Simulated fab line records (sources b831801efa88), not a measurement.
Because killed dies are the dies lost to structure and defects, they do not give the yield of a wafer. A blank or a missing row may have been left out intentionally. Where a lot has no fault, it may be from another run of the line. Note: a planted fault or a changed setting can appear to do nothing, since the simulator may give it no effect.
fab line records	flow sky130
record lots=14	wafers=42	last_day=50
route steps=708 shown FIELD_ISO@3 VT_ADJUST_HVTP@91 VT_ADJUST_LVTN@104
lots that met no fault: taken from a fault-free run of the same line
start_h: hours from the record's first day to the start of the lot's first wafer shown	wait_h: time in hours since the lot's previous step	" identical to the entry in the row above	L1.1+2: several wafers, shown together as one row	- no value present, or no start provided	* or withheld: withheld	< > ~ a bound
route shown NAME@n: names a module that has steps shown in the file, with the first one's number in the route	usual: the fault-free wafers' mean and standard deviation	same: alike in all rows	chamber/n: place in a boat	sites: each site's reading	_std_site: standard deviation across them	_edge_site: mean of outer sites minus mean of inner sites	radius_mm: for every site, how far away it sits from the centre of the wafer	mask NAME#n: copy n	behind: the most recent tool/chamber to have shaped the wafer	hold: what put the lot on hold/how long, in hours/how the hold closed	device: which transistor (n, p or np) failed to switch	end of line: the route-end tests of the same wafers	a step with no rows: only its recipe	killed: the dies lost at the first sort to structure and to defects; this is not the yield of the wafer	map: shows each die of a wafer: x if killed, . if not, _ if none is there
set.NAME: the run value of the setting; set.NAME@STEP: its run value at that earlier step	model.NAME: the simulator's own value behind a step, which no gauge read
a sample of lots followed through the steps of the route, with each step as a table and each wafer as a row
services: a tool's chamber out of use, with start hour (start_h, from the record's first day; less than 0 if before it), hours out, and reason
## steps
# step SKY_FIELD_ISO_THK_MEAS_02
# recipe reads=SiO2_of_FIELD_ISO_OXIDATION_01
# usual FIELD_ISO_OXIDATION_00_THK=11.91/0.24
lot.wafer	tool	chamber	start_h	wait_h	FIELD_ISO_OXIDATION_00_THK[nm]
L679.2	film_metro-04	-	13.84	0.0	12.09
L679.3	"	-	"	"	12.14
L679.4	"	-	"	"	12.22
L684.1	film_metro-03	-	36.92	0.0	11.99
L684.4	"	-	"	"	11.96
L684.6	"	-	"	"	12.00
L685.1	film_metro-04	-	42.50	0.0	11.79
L685.2	"	-	"	"	11.64
L685.6	"	-	"	"	11.83
L686.1	film_metro-03	-	49.36	0.0	11.95
L686.2	"	-	"	"	11.48
L686.4	"	-	"	"	11.43
L689.1	film_metro-04	-	61.63	0.0	12.21
L689.3	"	-	"	"	12.11
L689.5	"	-	"	"	12.12
L690.1	film_metro-04	-	69.27	0.0	11.88
L690.4	"	-	"	"	12.05
L690.5	"	-	"	"	11.89
L692.4	film_metro-01	-	77.89	0.0	12.58
L692.5	"	-	"	"	12.31
L692.6	"	-	"	"	12.35
L693.1	film_metro-04	-	82.14	0.0	11.71
L693.2	"	-	"	"	11.76
L693.3	"	-	"	"	11.92
L694.2	film_metro-01	-	86.64	0.0	11.62
L694.3	"	-	"	"	11.62
L694.4	"	-	"	"	11.81
L696.2	film_metro-03	-	97.36	0.0	12.15
L696.4	"	-	"	"	12.19
L696.6	"	-	"	"	12.11
L699.3	film_metro-01	-	111.75	0.0	11.49
L699.4	"	-	"	"	11.54
L699.5	"	-	"	"	11.47
L700.2	film_metro-04	-	117.91	0.0	12.10
L700.5	"	-	"	"	12.04
L700.6	"	-	"	"	12.16
L701.2	film_metro-04	-	122.13	0.0	11.97
L701.3	"	-	"	"	11.98
L701.4	"	-	"	"	11.88
L702.1	film_metro-03	-	126.63	0.0	11.69
L702.2	"	-	"	"	11.62
L702.6	"	-	"	"	11.44
# step SKY_FIELD_ISO_STRIP_16
# recipe chemistry=O2/N2	power_w=1400	pressure_mtorr=1500	platen_temp_c=withheld	o2_flow_sccm=3000	n2_flow_sccm=300	overash_fraction=0.5
# usual drypump_motor_current_A=5.5/0.39	oes_product_au=0.379/0.0054	strip_time_to_endpoint_s=3.566/0.025
lot.wafer	tool	chamber	start_h	wait_h	drypump_motor_current_A	oes_product_au	rf_hours_counter_h	strip_time_to_endpoint_s
L679.2	plasma_asher-01	1	29.87	0.0	6.1	0.386	34	3.567
L679.3	"	0	"	"	4.9	0.377	-	3.562
L679.4	"	1	"	"	6.1	0.382	-	3.562
L684.1	plasma_asher-02	0	56.62	0.0	5.3	0.379	37	3.527
L684.4	"	1	"	"	5.7	0.382	-	3.556
L684.6	"	0	"	"	5.3	0.381	-	3.538
L685.1	plasma_asher-02	0	60.55	0.0	5.3	0.377	38	3.578
L685.2	"	1	"	"	5.7	0.375	38	3.586
L685.6	"	0	"	"	5.3	0.378	-	3.599
L686.1	plasma_asher-02	1	69.92	0.0	5.7	0.380	39	3.570
L686.2	"	0	"	"	5.3	0.373	39	3.562
L686.4	"	1	"	"	5.7	0.377	-	3.599
L689.1	plasma_asher-02	0	80.28	0.0	5.3	0.373	40	3.583
L689.3	"	0	"	"	5.3	0.382	-	3.594
L689.5	"	1	"	"	5.7	0.377	-	3.596
L690.1	plasma_asher-02	0	89.17	0.0	5.3	0.380	41	3.597
L690.4	"	0	"	"	5.3	0.372	-	3.582
L690.5	"	0	"	"	5.3	0.382	-	3.558
L692.4	plasma_asher-01	0	97.99	0.1	5.0	0.383	-	3.565
L692.5	"	0	"	"	5.0	0.377	-	3.497
L692.6	"	1	"	"	6.1	0.377	-	3.545
L693.1	plasma_asher-01	1	101.67	0.0	6.1	0.385	42	3.574
L693.2	"	0	"	"	4.9	0.376	42	3.562
L693.3	"	1	"	"	6.1	0.383	-	3.583
L694.2	plasma_asher-02	0	106.82	0.0	5.3	0.381	43	3.550
L694.3	"	1	"	"	5.7	0.377	-	3.548
L694.4	"	0	"	"	5.3	0.378	-	3.540
L696.2	plasma_asher-03	1	116.95	0.0	5.8	0.365	39	3.544
L696.4	"	0	"	"	5.6	0.379	-	3.563
L696.6	"	0	"	"	5.5	0.374	-	3.561
L699.3	plasma_asher-03	0	135.25	0.1	5.5	0.383	-	3.614
L699.4	"	1	"	"	5.8	0.377	-	3.600
L699.5	"	1	"	"	5.8	0.378	-	3.547
L700.2	plasma_asher-03	1	139.95	0.0	5.8	0.382	41	3.551
L700.5	"	0	"	"	5.5	0.378	-	3.567
L700.6	"	1	"	"	5.8	0.387	-	3.590
L701.2	plasma_asher-03	0	144.68	0.0	5.5	0.373	41	3.596
L701.3	"	1	"	"	5.8	0.371	-	3.582
L701.4	"	0	"	"	5.6	0.379	-	3.581
L702.1	plasma_asher-01	1	147.92	0.0	6.1	0.389	47	3.613
L702.2	"	0	"	"	5.0	0.381	47	3.596
L702.6	"	0	"	"	5.0	0.368	-	3.611
# step SKY_VT_ADJUST_HVTP_DEVELOP_06
# recipe resist=NOVOLAK	developer=TMAH	develop_time_s=60	dev_temp_c=23
# usual developer_temp_C=23.00/0.1
lot.wafer	tool	chamber	start_h	wait_h	developer_temp_C
L679.2	litho_track-01	0	124.58	0.1	23.02
L679.3	"	0	"	"	23.01
L679.4	"	0	"	"	22.92
L684.1	litho_track-02	0	154.97	0.1	23.15
L684.4	"	0	"	"	22.99
L684.6	"	0	"	"	23.01
L685.1	litho_track-01	0	162.20	0.1	22.93
L685.2	"	0	"	"	22.84
L685.6	"	0	"	"	23.01
L686.1	litho_track-04	0	171.13	0.1	23.12
L686.2	"	0	"	"	23.14
L686.4	"	0	"	"	23.06
L689.1	litho_track-02	0	184.82	0.1	22.87
L689.3	"	0	"	"	22.95
L689.5	"	0	"	"	23.01
L690.1	litho_track-01	0	197.45	0.1	23.15
L690.4	"	0	"	"	23.17
L690.5	"	0	"	"	23.10
L692.4	litho_track-02	0	206.99	0.1	22.99
L692.5	"	0	"	"	23.20
L692.6	"	0	"	"	23.06
L693.1	litho_track-04	0	212.48	0.1	23.05
L693.2	"	0	"	"	23.04
L693.3	"	0	"	"	23.01
L694.2	litho_track-02	0	217.29	0.1	23.15
L694.3	"	0	"	"	22.86
L694.4	"	0	"	"	22.91
L696.2	litho_track-04	0	229.81	0.1	23.09
L696.4	"	0	"	"	23.22
L696.6	"	0	"	"	23.16
L699.3	litho_track-01	0	252.20	0.1	23.10
L699.4	"	0	"	"	23.09
L699.5	"	0	"	"	22.97
L700.2	litho_track-04	0	256.91	0.1	22.95
L700.5	"	0	"	"	23.05
L700.6	"	0	"	"	23.02
L701.2	litho_track-02	0	263.49	0.1	23.05
L701.3	"	0	"	"	23.00
L701.4	"	0	"	"	22.89
L702.1	litho_track-02	0	265.66	0.1	22.96
L702.2	"	0	"	"	22.98
L702.6	"	0	"	"	22.99
# step SKY_VT_ADJUST_HVTP_CD_MEAS_07
# recipe target_cd_nm=380
# usual cd_nm=380.3/2.5
lot.wafer	tool	chamber	start_h	wait_h	cd_nm
L679.2	cd_sem-02	-	124.72	0.1	378.6
L679.3	"	-	"	"	378.5
L679.4	"	-	"	"	379.4
L684.1	cd_sem-02	-	155.12	0.1	379.0
L684.4	"	-	"	"	382.3
L684.6	"	-	"	"	380.2
L685.1	cd_sem-02	-	162.35	0.1	-
L685.2	"	-	"	"	-
L685.6	"	-	"	"	-
L686.1	cd_sem-01	-	171.28	0.1	379.3
L686.2	"	-	"	"	375.7
L686.4	"	-	"	"	379.0
L689.1	cd_sem-01	-	184.97	0.1	380.1
L689.3	"	-	"	"	375.4
L689.5	"	-	"	"	375.8
L690.1	cd_sem-01	-	197.60	0.1	-
L690.4	"	-	"	"	-
L690.5	"	-	"	"	-
L692.4	cd_sem-01	-	207.24	0.2	380.8
L692.5	"	-	"	"	378.8
L692.6	"	-	"	"	380.8
L693.1	cd_sem-01	-	212.63	0.1	379.3
L693.2	"	-	"	"	379.4
L693.3	"	-	"	"	379.5
L694.2	cd_sem-02	-	217.44	0.1	378.5
L694.3	"	-	"	"	380.5
L694.4	"	-	"	"	380.4
L696.2	cd_sem-02	-	229.95	0.1	384.9
L696.4	"	-	"	"	385.4
L696.6	"	-	"	"	385.4
L699.3	cd_sem-01	-	252.34	0.1	384.8
L699.4	"	-	"	"	384.8
L699.5	"	-	"	"	383.2
L700.2	cd_sem-02	-	257.05	0.1	379.9
L700.5	"	-	"	"	378.9
L700.6	"	-	"	"	379.7
L701.2	cd_sem-02	-	263.63	0.1	382.3
L701.3	"	-	"	"	382.2
L701.4	"	-	"	"	382.4
L702.1	cd_sem-01	-	265.81	0.1	378.0
L702.2	"	-	"	"	376.6
L702.6	"	-	"	"	376.5
# step SKY_VT_ADJUST_HVTP_OVL_MEAS_08
# usual VT_ADJUST_HVTP_OVL=1.2/1.4
lot.wafer	tool	chamber	start_h	wait_h	VT_ADJUST_HVTP_OVL[nm]
L679.2	overlay-01	-	124.83	0.1	0.3
L679.3	"	-	"	"	-0.3
L679.4	"	-	"	"	2.4
L684.1	overlay-01	-	155.24	0.1	3.4
L684.4	"	-	"	"	0.3
L684.6	"	-	"	"	1.3
L685.1	overlay-02	-	162.47	0.1	-
L685.2	"	-	"	"	-
L685.6	"	-	"	"	-
L686.1	overlay-02	-	171.40	0.1	1.3
L686.2	"	-	"	"	-0.9
L686.4	"	-	"	"	1.6
L689.1	overlay-02	-	185.09	0.1	3.3
L689.3	"	-	"	"	1.0
L689.5	"	-	"	"	4.4
L690.1	overlay-02	-	197.72	0.1	-
L690.4	"	-	"	"	-
L690.5	"	-	"	"	-
L692.4	overlay-01	-	207.32	0.1	3.7
L692.5	"	-	"	"	4.0
L692.6	"	-	"	"	2.6
L693.1	overlay-02	-	212.75	0.1	-0.1
L693.2	"	-	"	"	1.3
L693.3	"	-	"	"	-0.1
L694.2	overlay-02	-	217.54	0.1	1.5
L694.3	"	-	"	"	1.0
L694.4	"	-	"	"	2.0
L696.2	overlay-02	-	230.06	0.1	2.1
L696.4	"	-	"	"	1.0
L696.6	"	-	"	"	1.1
L699.3	overlay-01	-	252.43	0.1	0.2
L699.4	"	-	"	"	0.8
L699.5	"	-	"	"	1.3
L700.2	overlay-02	-	257.16	0.1	0.8
L700.5	"	-	"	"	1.6
L700.6	"	-	"	"	-1.7
L701.2	overlay-02	-	263.74	0.1	1.9
L701.3	"	-	"	"	2.9
L701.4	"	-	"	"	4.5
L702.1	overlay-01	-	265.93	0.1	1.5
L702.2	"	-	"	"	1.5
L702.6	"	-	"	"	1.3
# step SKY_VT_ADJUST_HVTP_TW_MEAS_11
# usual VT_ADJUST_HVTP_TW=1359/9.9
lot.wafer	tool	chamber	start_h	wait_h	VT_ADJUST_HVTP_TW
L679.2	film_metro-02	-	125.12	0.1	1350
L679.3	"	-	"	"	1359
L679.4	"	-	"	"	1355
L684.1	film_metro-03	-	155.52	0.1	1357
L684.4	"	-	"	"	1348
L684.6	"	-	"	"	1352
L685.1	film_metro-03	-	162.76	0.1	30
L685.2	"	-	"	"	30
L685.6	"	-	"	"	30
L686.1	film_metro-02	-	171.69	0.1	1346
L686.2	"	-	"	"	1355
L686.4	"	-	"	"	1349
L689.1	film_metro-02	-	185.37	0.1	1353
L689.3	"	-	"	"	1350
L689.5	"	-	"	"	1351
L690.1	film_metro-03	-	198.01	0.1	30
L690.4	"	-	"	"	30
L690.5	"	-	"	"	30
L692.4	film_metro-02	-	207.62	0.1	1364
L692.5	"	-	"	"	1362
L692.6	"	-	"	"	1365
L693.1	film_metro-02	-	213.04	0.1	1364
L693.2	"	-	"	"	1365
L693.3	"	-	"	"	1364
L694.2	film_metro-02	-	217.83	0.1	1348
L694.3	"	-	"	"	1347
L694.4	"	-	"	"	1351
L696.2	film_metro-02	-	230.35	0.1	1352
L696.4	"	-	"	"	1356
L696.6	"	-	"	"	1353
L699.3	film_metro-02	-	252.73	0.1	1351
L699.4	"	-	"	"	1354
L699.5	"	-	"	"	1356
L700.2	film_metro-02	-	257.45	0.1	1354
L700.5	"	-	"	"	1359
L700.6	"	-	"	"	1352
L701.2	film_metro-01	-	264.03	0.1	1380
L701.3	"	-	"	"	1380
L701.4	"	-	"	"	1372
L702.1	film_metro-03	-	266.22	0.1	1354
L702.2	"	-	"	"	1358
L702.6	"	-	"	"	1362
# step SKY_VT_ADJUST_LVTN_OVL_MEAS_07
# usual VT_ADJUST_LVTN_OVL=-0.9/1.7
lot.wafer	tool	chamber	start_h	wait_h	VT_ADJUST_LVTN_OVL[nm]
L679.2	overlay-02	-	144.82	-	-0.3
L679.3	"	-	"	"	-0.6
L679.4	"	-	"	"	0.6
L684.1	overlay-02	-	175.36	-	-2.1
L684.4	"	-	"	"	-0.5
L684.6	"	-	"	"	-2.6
L685.1	overlay-02	-	183.61	-	1.2
L685.2	"	-	"	"	0.6
L685.6	"	-	"	"	1.8
L686.1	overlay-02	-	193.06	-	0.8
L686.2	"	-	"	"	-1.6
L686.4	"	-	"	"	-2.3
L689.1	overlay-02	-	207.76	-	-4.2
L689.3	"	-	"	"	-3.3
L689.5	"	-	"	"	-3.4
L690.1	overlay-01	-	220.41	-	-0.6
L690.4	"	-	"	"	0.2
L690.5	"	-	"	"	0.1
L692.4	overlay-01	-	229.53	-	-0.3
L692.5	"	-	"	"	0.2
L692.6	"	-	"	"	2.0
L693.1	overlay-02	-	234.91	-	-0.8
L693.2	"	-	"	"	-2.3
L693.3	"	-	"	"	-1.6
L694.2	overlay-01	-	239.77	-	2.0
L694.3	"	-	"	"	-0.3
L694.4	"	-	"	"	3.2
L696.2	overlay-01	-	253.61	-	-1.1
L696.4	"	-	"	"	-0.9
L696.6	"	-	"	"	0.1
L699.3	overlay-02	-	277.27	-	0.3
L699.4	"	-	"	"	-1.9
L699.5	"	-	"	"	-3.4
L700.2	overlay-02	-	281.99	-	-2.9
L700.5	"	-	"	"	-3.1
L700.6	"	-	"	"	-2.6
L701.2	overlay-01	-	288.94	-	3.5
L701.3	"	-	"	"	1.8
L701.4	"	-	"	"	1.6
L702.1	overlay-01	-	291.23	-	-1.3
L702.2	"	-	"	"	1.3
L702.6	"	-	"	"	-2.7
## services
tool	chamber	start_h	hours	kind
plasma_asher-02	-	42.39	4.3	pm
plasma_asher-03	-	77.65	14.6	pm
plasma_asher-03	-	106.97	9.7	repair
plasma_asher-02	-	108.75	9.0	pm
plasma_asher-02	0	108.75	9.0	vent_cycle
plasma_asher-02	1	108.75	9.0	vent_cycle
plasma_asher-02	0	117.75	-	clean
plasma_asher-02	1	117.75	-	clean
plasma_asher-02	-	130.40	1.4	repair
plasma_asher-02	-	193.60	2.8	repair
litho_track-02	-	197.63	-	consumable_replace:filter
## key
first_sign step=SKY_VT_ADJUST_HVTP_CD_MEAS_07	reading=cd_nm	direction=missing
effect step=SKY_VT_ADJUST_HVTP_OVL_MEAS_08	reading=VT_ADJUST_HVTP_OVL	direction=missing
effect step=SKY_VT_ADJUST_HVTP_TW_MEAS_11	reading=VT_ADJUST_HVTP_TW	direction=down	sigmas=99+	usual=1359	struck=30
met_at SKY_VT_ADJUST_HVTP_DEVELOP_06
struck_lots L685,L690
sort_left_out L685.1,L685.2,L685.6,L690.1,L690.4,L690.5
tester_left_out L685,L690
not_acting_at SKY_FIELD_ISO_THK_MEAS_02,SKY_FIELD_ISO_STRIP_16,SKY_VT_ADJUST_LVTN_OVL_MEAS_07
onset_between 124.58 162.20
fault kind=process_parameter_drift	tool=litho_track-01	chamber=-	onset_h=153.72	steps=SKY_VT_ADJUST_HVTP_DEVELOP_06	channel=develop_time_s	offset=*	shape=step	end_h=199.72	acts_in=*	stated=*
# tester_left_out: of these lots the tester's yield and bins aren't shown, on N5 and GAA mostly nor the transistor test; their killed dies are dies lost to structure and defects alone, not to doping, threshold or leakage, so they don't give the yield
# sort_left_out: the simulated sort isn't trusted on such a fault, so these wafers' sort isn't shown, and their yield isn't known
